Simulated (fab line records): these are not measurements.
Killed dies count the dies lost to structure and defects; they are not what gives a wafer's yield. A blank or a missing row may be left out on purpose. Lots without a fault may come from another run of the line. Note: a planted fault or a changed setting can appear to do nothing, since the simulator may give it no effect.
Which tool did it? -- flow sky130 -- 13 lots with 39 wafers sampled at 4 steps, on a route of 708 steps

## WHAT EACH GAUGE READ, for each wafer
SKY_NWELL_OVL_MEAS_10.
lot,measured,on,NWELL_00_OVL (nm)
L320,day 4 13:37,overlay-02,-1.5 -0.8 -1.1
L321,day 4 20:49,overlay-01,1.1 -1.2 -1.8
L322,day 5 05:12,overlay-01,-1.6 -1.9 -0.5
L323,day 5 15:01,overlay-02,-2.1 -2.3 -2.0
L325,day 6 04:40,overlay-02,-0.1 -3.2 -1.1
L326,day 6 08:28,overlay-02,-0.5 -0.7 -0.8
L328,day 6 13:06,overlay-01,-1.5 -1.1 -1.6
L327,day 6 13:28,overlay-01,0.2 -0.7 -1.0
L333,day 7 14:23,overlay-02,1.4 -1.0 -1.3
L335,day 7 23:25,overlay-01,-2.6 -0.4 -2.5
L338,day 8 19:55,overlay-01,0.7 -0.9 0.3
L340,day 9 09:22,overlay-01,-1.7 -2.5 -2.7
L343,day 10 01:07,overlay-02,-1.6 1.9 -1.1

SKY_NWELL_OVL_MEAS_23.
lot,measured,on,NWELL_01_OVL (nm)
L320,day 5 06:31,overlay-01,0.1 -1.8 -0.2
L321,day 5 14:55,overlay-01,-0.9 1.8 -0.2
L322,day 5 23:34,overlay-02,-1.4 -1.4 -1.0
L323,day 6 09:25,overlay-02,-1.2 -3.1 -3.0
L325,day 6 23:40,overlay-02,0.1 -0.3 1.0
L326,day 7 03:16,overlay-01,-0.5 0.8 0.4
L328,day 7 08:16,overlay-01,2.8 0.1 1.3
L327,day 7 08:19,overlay-02,-3.0 -1.9 -0.6
L333,day 8 07:43,overlay-01,0.4 0.9 -1.0
L335,day 8 19:48,overlay-01,0.3 0.5 0.2
L338,day 9 17:29,overlay-02,-0.6 -2.2 -0.7
L340,day 10 08:13,overlay-02,-0.7 -0.2 -2.5
L343,day 11 00:24,overlay-01,-0.5 0.2 -1.0

## WHAT TOOL EACH LOT RAN ON (gives the tool, then ch and the chambers of the sampled wafers, and finally the start)
lot,SKY_FIELD_ISO_ETCH_17,SKY_NWELL_STRIP_14
L320,"rieSi-01 ch 0,2,3, day 2 08:13","plasmaAsher-04 ch 0, day 4 14:05"
L321,"rieSi-01 ch 0,1,2, day 2 12:06","plasmaAsher-01 ch 0,1, day 4 21:18"
L322,"rieSi-02 ch 0,1,3, day 2 18:46","plasmaAsher-02 ch 0,1, day 5 05:41"
L323,"rieSi-02 ch 0,1,2, day 3 01:02","plasmaAsher-02 ch 0,1, day 5 15:31"
L325,"rieSi-02 ch 1,2,3, day 3 11:50","plasmaAsher-04 ch 0,1, day 6 05:10"
L326,"rieSi-01 ch 0,1,2, day 3 19:01","plasmaAsher-01 ch 0,1, day 6 08:57"
L328,"rieSi-01 ch 0,2,3, day 3 23:53","plasmaAsher-01 ch 0,1, day 6 13:35"
L327,"rieSi-02 ch 0,2,3, day 4 00:14","plasmaAsher-02 ch 0,1, day 6 13:56"
L333,"rieSi-01 ch 0,1,3, day 5 00:50","plasmaAsher-04 ch 0,1, day 7 14:52"
L335,"rieSi-02 ch 2,3, day 5 10:29","plasmaAsher-01 ch 0,1, day 7 23:54"
L338,"rieSi-02 ch 1,2, day 6 02:35","plasmaAsher-01 ch 0,1, day 8 20:24"
L340,"rieSi-02 ch 1,2, day 6 13:02","plasmaAsher-02 ch 0,1, day 9 09:50"
L343,"rieSi-02 ch 0,1,2, day 7 05:23","plasmaAsher-01 ch 0,1, day 10 01:58"
- SKY_FIELD_ISO_ETCH_17: etches Si in HBr/Cl2/O2, target depth 342 nm, time 97.7 s.
- SKY_NWELL_STRIP_14: strips in O2/N2.

## AS READ BY THE TOOLS THEMSELVES (means over the sampled wafers that have a number; for cases with no such wafer, the mark the record gives instead)
SKY_FIELD_ISO_ETCH_17.
lot,tool,drypumpMotorCurrentA (A),oesProductAu (a.u.),runLengthS (s),throttleValvePct (%)
L320,rieSi-01,5.9,1.002,125.8,25.648
L321,rieSi-01,6.1,1.009,126.2,25.656
L322,rieSi-02,5.8,0.982,125.8,25.669
L323,rieSi-02,5.3,0.995,126.2,25.660
L325,rieSi-02,5.3,0.989,125.6,25.672
L326,rieSi-01,6.1,0.992,126.3,25.663
L328,rieSi-01,5.8,1.013,125.8,25.653
L327,rieSi-02,5.7,1.002,125.5,25.649
L333,rieSi-01,6.3,1.007,120.8,25.648
L335,rieSi-02,5.8,0.979,125.8,25.664
L338,rieSi-02,4.9,0.989,126.1,25.664
L340,rieSi-02,4.8,0.995,125.9,25.659
L343,rieSi-02,5.3,1.001,125.7,25.654

SKY_NWELL_STRIP_14.
lot,tool,drypumpMotorCurrentA (A),oesProductAu (a.u.),stripTimeToEndpointS (s)
L320,plasmaAsher-04,6.7,0.721,36.83
L321,plasmaAsher-01,5.6,0.717,36.83
L322,plasmaAsher-02,5.7,0.724,36.87
L323,plasmaAsher-02,5.7,0.722,36.78
L325,plasmaAsher-04,5.6,0.721,36.91
L326,plasmaAsher-01,5.5,0.722,36.95
L328,plasmaAsher-01,5.5,0.724,37.18
L327,plasmaAsher-02,5.6,0.724,36.77
L333,plasmaAsher-04,6.1,0.723,36.95
L335,plasmaAsher-01,5.8,0.718,36.93
L338,plasmaAsher-01,5.8,0.717,37.10
L340,plasmaAsher-02,5.7,0.727,37.02
L343,plasmaAsher-01,5.8,0.723,36.90

## THE ANSWER, worked out from the rows above alone
Rule: the usual values come from the lots themselves. Put in order of their means at a reading, lots are off if they are a third of the lots or fewer, leave a main group of 4 or more, and stand apart from it by a gap of 3 or more times the standard deviation of the main group's means; of several such gaps the widest counts. The tables above print the reading to a certain number of digits; a main group whose means all agree to those digits is not used. Also off: a lot with no number at a reading for which 4 or more lots have one. All remaining lots with rows at the step are treated as sound. Order of review: gauges by route order, followed by the tools' own readings, for which a lot's mean as printed above is used. At the first step where some lot is off, the reading lying furthest off is the one used; lots without a number count as furthest.
Off: L333 (SKY_FIELD_ISO_ETCH_17, runLengthS). For the main group the mean is 125.9 s and the standard deviation 0.24.
A tool fits if, at that step or a process step before it, it ran every lot that is off, and no sound lot after the first of them. One candidate fits, namely rieSi-01 at SKY_FIELD_ISO_ETCH_17. A fault onset in the window from L328 (day 3 23:53, its last sound lot) to L333 (day 5 00:50, its first lot off) fits.
The tool's own readings at SKY_FIELD_ISO_ETCH_17 bear it out: on the lots that are off they differ by more than 5 times the standard deviation of the sound lots' means. runLengthS reads 120.8 s there against 125.9 s on the sound lots.

## WHAT THE SIMULATOR PUT IN
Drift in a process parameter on rieSi-01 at SKY_FIELD_ISO_ETCH_17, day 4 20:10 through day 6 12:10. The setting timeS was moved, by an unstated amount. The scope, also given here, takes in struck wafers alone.
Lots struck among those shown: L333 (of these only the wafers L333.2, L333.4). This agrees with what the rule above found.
